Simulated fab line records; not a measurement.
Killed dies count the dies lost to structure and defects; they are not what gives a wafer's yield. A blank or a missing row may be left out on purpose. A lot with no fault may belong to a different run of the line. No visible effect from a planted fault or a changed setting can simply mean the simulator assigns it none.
fab line records | flow sky130
[record] lots = 6 | wafers = 18 | last-day = 49
route steps=708 shown LDD_HVP@282 LDD_LDN@289
lots untouched by any fault: they come from a run of this same line in which no faults occurred
start-h: start of the lot's first displayed wafer, in hours after the record's first day | wait-h: hours since the lot's step before | " same as the row above | L1.1+2: one row covering several wafers at once | - either no value or no given start | * or withheld: withheld | < > ~ a bound
route shown NAME@n: NAME is a module with steps in the file, n the number in the route of the first one | usual: mean and standard deviation over wafers with no fault | same: alike in all rows | chamber/n: place in a boat | sites: readings site by site | _std_site: their standard deviation | _edge_site: inner sites' mean taken away from outer sites' mean | radius-mm: for every site, how far away it sits from the centre of the wafer | mask NAME#n: copy n | behind: tool/chamber where the wafer was last shaped | hold: why the lot was held/for how many hours/how that ended | device: which transistor (n, p or np) failed to switch | end of line: tests run on the same wafers once the route is complete | a step with no rows: only its recipe | killed: dies lost to structure and defects at the first sort, not the wafer's yield | map: shows each die of a wafer: x if killed, . if not, _ if none is there
set.NAME: the setting that was run; set.NAME@STEP: the one run at that earlier step | model.NAME: the simulator's own value behind a step, which no gauge read
lots at selected steps of the route; one table per step, one row per wafer
services: the hour from which a tool's chamber was out of use, counted from the record's first day as start-h (under 0 if before that day), plus the number of hours and why
[[steps]]
[step SKY_LDD_HVP_EXPOSE_04]
[recipe] mask-id = HVPTM | na = 0.6 | source-shape = conventional | sigma-outer = 0.6 | polarization = unpolarized | target-cd-nm = 700 | dose-mj = 86
[step SKY_LDD_HVP_PEB_05]
[recipe] temp-c = withheld | time-s = * | resist = NOVOLAK
[step SKY_LDD_HVP_DEVELOP_06]
[recipe] resist = NOVOLAK | developer = TMAH | develop-time-s = 60 | dev-temp-c = 23
[step SKY_LDD_HVP_OVL_MEAS_07]
[usual] LDD_HVP_OVL = 0.1/1.5
lot.wafer | tool       | chamber | start-h | wait-h | LDD_HVP_OVL[nm]
L438.2    | overlay-02 | -       | 497.03  | 0.1    | -0.5
L438.3    | "          | -       | "       | "      | 1.2
L438.5    | "          | -       | "       | "      | -0.4
L442.1    | overlay-02 | -       | 537.39  | 0.1    | 0.3
L442.3    | "          | -       | "       | "      | -1.0
L442.4    | "          | -       | "       | "      | -0.7
L444.2    | overlay-02 | -       | 551.59  | 0.1    | -0.1
L444.4    | "          | -       | "       | "      | 0.8
L444.6    | "          | -       | "       | "      | 1.2
L454.3    | overlay-02 | -       | 640.04  | 0.1    | -3.9
L454.5    | "          | -       | "       | "      | -3.6
L454.6    | "          | -       | "       | "      | -1.5
L453.1    | overlay-01 | -       | 643.02  | 0.1    | 0.1
L453.2    | "          | -       | "       | "      | -1.0
L453.5    | "          | -       | "       | "      | -0.9
L455.1    | overlay-02 | -       | 652.97  | 0.1    | 1.2
L455.2    | "          | -       | "       | "      | -0.4
L455.3    | "          | -       | "       | "      | -0.5
[step SKY_LDD_HVP_IMPLANT_08]
[recipe] species = B | energy-kev = 20 | dose-cm2 = 1.7e+13 | tilt-deg = 17.9
[step SKY_LDD_HVP_STRIP_09]
[recipe] chemistry = O2/N2 | power-w = 1400 | pressure-mtorr = 1500 | platen-temp-c = withheld | o2-flow-sccm = 3000 | n2-flow-sccm = 300 | overash-fraction = 0.5
[usual] drypump-motor-current-A = 5.5/0.58 | oes-product-au = 0.408/0.0044 | strip-time-to-endpoint-s = 4.139/0.013
lot.wafer | tool            | chamber | start-h | wait-h | drypump-motor-current-A | oes-product-au | rf-hours-counter-h | strip-time-to-endpoint-s
L438.2    | plasma-asher-02 | 1       | 497.21  | 0.1    | 5.3                     | 0.403          | 6                  | 4.125
L438.3    | "               | 0       | "       | "      | 6.8                     | 0.405          | -                  | 4.153
L438.5    | "               | 1       | "       | "      | 5.3                     | 0.414          | -                  | 4.121
L442.1    | plasma-asher-01 | 0       | 537.57  | 0.1    | 4.9                     | 0.404          | 87                 | 4.132
L442.3    | "               | 0       | "       | "      | 4.9                     | 0.412          | -                  | 4.147
L442.4    | "               | 1       | "       | "      | 5.6                     | 0.410          | -                  | 4.151
L444.2    | plasma-asher-03 | 1       | 551.77  | 0.1    | 5.9                     | 0.401          | 44                 | 4.132
L444.4    | "               | 0       | "       | "      | 5.1                     | 0.408          | -                  | 4.123
L444.6    | "               | 1       | "       | "      | 5.9                     | 0.401          | -                  | 4.129
L454.3    | plasma-asher-03 | 1       | 640.24  | 0.1    | 5.9                     | 0.410          | -                  | 4.140
L454.5    | "               | 0       | "       | "      | 5.0                     | 0.404          | -                  | 4.134
L454.6    | "               | 1       | "       | "      | 5.9                     | 0.413          | -                  | 4.147
L453.1    | plasma-asher-01 | 0       | 643.21  | 0.1    | 4.9                     | 0.412          | 97                 | 4.129
L453.2    | "               | 1       | "       | "      | 5.6                     | 0.408          | 97                 | 4.155
L453.5    | "               | 0       | "       | "      | 5.0                     | 0.419          | -                  | 4.148
L455.1    | plasma-asher-01 | 1       | 653.15  | 0.1    | 5.6                     | 0.411          | 99                 | 4.130
L455.2    | "               | 0       | "       | "      | 4.9                     | 0.406          | 99                 | 4.113
L455.3    | "               | 0       | "       | "      | 4.9                     | 0.410          | -                  | 4.112
[step SKY_LDD_HVP_TW_MEAS_10]
[usual] LDD_HVP_TW = 451/4.7
lot.wafer | tool          | chamber | start-h | wait-h | LDD_HVP_TW
L438.2    | film-metro-01 | -       | 497.32  | 0.1    | 455
L438.3    | "             | -       | "       | "      | 455
L438.5    | "             | -       | "       | "      | 456
L442.1    | film-metro-01 | -       | 537.70  | 0.1    | 453
L442.3    | "             | -       | "       | "      | 454
L442.4    | "             | -       | "       | "      | 455
L444.2    | film-metro-01 | -       | 551.88  | 0.1    | 455
L444.4    | "             | -       | "       | "      | 455
L444.6    | "             | -       | "       | "      | 453
L454.3    | film-metro-02 | -       | 640.33  | 0.1    | 441
L454.5    | "             | -       | "       | "      | 443
L454.6    | "             | -       | "       | "      | 441
L453.1    | film-metro-03 | -       | 643.31  | 0.1    | 452
L453.2    | "             | -       | "       | "      | 450
L453.5    | "             | -       | "       | "      | 451
L455.1    | film-metro-01 | -       | 653.25  | 0.1    | 458
L455.2    | "             | -       | "       | "      | 457
L455.3    | "             | -       | "       | "      | 457
[step SKY_LDD_LDN_DEHYDRATE_00]
[recipe] temp-c = 200 | time-s = 60
[step SKY_LDD_LDN_HMDS_01]
[recipe] prime-time-s = 60 | prime-temp-c = 120
[step SKY_LDD_LDN_COAT_02]
[recipe] resist = NOVOLAK | spin-rpm = 3000 | resist-thk-nm = 1140
[step SKY_LDD_LDN_SOFTBAKE_03]
[recipe] temp-c = 90 | time-s = 60 | resist = NOVOLAK
[step SKY_LDD_LDN_EXPOSE_04]
[recipe] mask-id = LDNTM | na = 0.6 | source-shape = conventional | sigma-outer = 0.6 | polarization = unpolarized | target-cd-nm = 700 | dose-mj = 140
[step SKY_LDD_LDN_PEB_05]
[recipe] temp-c = withheld | time-s = * | resist = NOVOLAK
[usual] chill-plate-temp-C = * | exhaust-pa = 45.0/1
lot.wafer | tool           | chamber | start-h | wait-h | chill-plate-temp-C | exhaust-pa
L438.2    | litho-track-04 | 0       | 527.24  | -      | *                  | 45.6
L438.3    | "              | 0       | "       | "      | *                  | 45.5
L438.5    | "              | 0       | "       | "      | *                  | 45.3
L442.1    | litho-track-04 | -       | 567.27  | -      | -                  | -
L442.3    | "              | -       | "       | "      | -                  | -
L442.4    | "              | -       | "       | "      | -                  | -
L444.2    | litho-track-04 | -       | 580.89  | -      | -                  | -
L444.4    | "              | -       | "       | "      | -                  | -
L444.6    | "              | -       | "       | "      | -                  | -
L454.3    | litho-track-04 | 0       | 668.47  | -      | *                  | 44.9
L454.5    | "              | 0       | "       | "      | *                  | 45.5
L454.6    | "              | 0       | "       | "      | *                  | 45.6
L453.1    | litho-track-02 | 0       | 671.07  | -      | *                  | 44.7
L453.2    | "              | 0       | "       | "      | *                  | 43.6
L453.5    | "              | 0       | "       | "      | *                  | 43.4
L455.1    | litho-track-01 | 0       | 680.43  | -      | *                  | 45.1
L455.2    | "              | 0       | "       | "      | *                  | 44.6
L455.3    | "              | 0       | "       | "      | *                  | 44.4
[step SKY_LDD_LDN_DEVELOP_06]
[recipe] resist = NOVOLAK | developer = TMAH | develop-time-s = 60 | dev-temp-c = 23
[[services]]
tool            | chamber | start-h | hours | kind
plasma-asher-02 | -       | 523.77  | 1.7   | repair
plasma-asher-01 | -       | 556.40  | 12.4  | pm
plasma-asher-02 | -       | 581.61  | 2.8   | pm
plasma-asher-02 | -       | 592.81  | 21.6  | repair
plasma-asher-02 | -       | 636.50  | 14.6  | pm
plasma-asher-01 | -       | 656.32  | 3.0   | repair
litho-track-04  | -       | 679.15  | -     | consumable-replace:filter
[[key]]
[first-sign] step = SKY_LDD_LDN_PEB_05 | reading = tool-record | direction = missing
effect none on later readings
met-at SKY_LDD_LDN_PEB_05
struck-wafers L442.1,L442.3,L442.4,L444.2,L444.4,L444.6
sort-left-out L442.1,L442.3,L442.4,L444.2,L444.4,L444.6
tester-left-out L442,L444
onset-between 527.24 567.27
[fault] kind = skipped-step-whole | tool = litho-track-04 | chamber = - | onset-h = 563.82 | steps = SKY_LDD_LDN_PEB_05 | scope = struck-lots-only
// tester-left-out: of these lots the tester's yield and bins aren't shown, on N5 and GAA mostly nor the transistor test; their killed dies are dies lost to structure and defects alone, not to doping, threshold or leakage, so they don't give the yield
// sort-left-out: the simulated sort isn't trusted on such a fault, so these wafers' sort isn't shown, and their yield isn't known
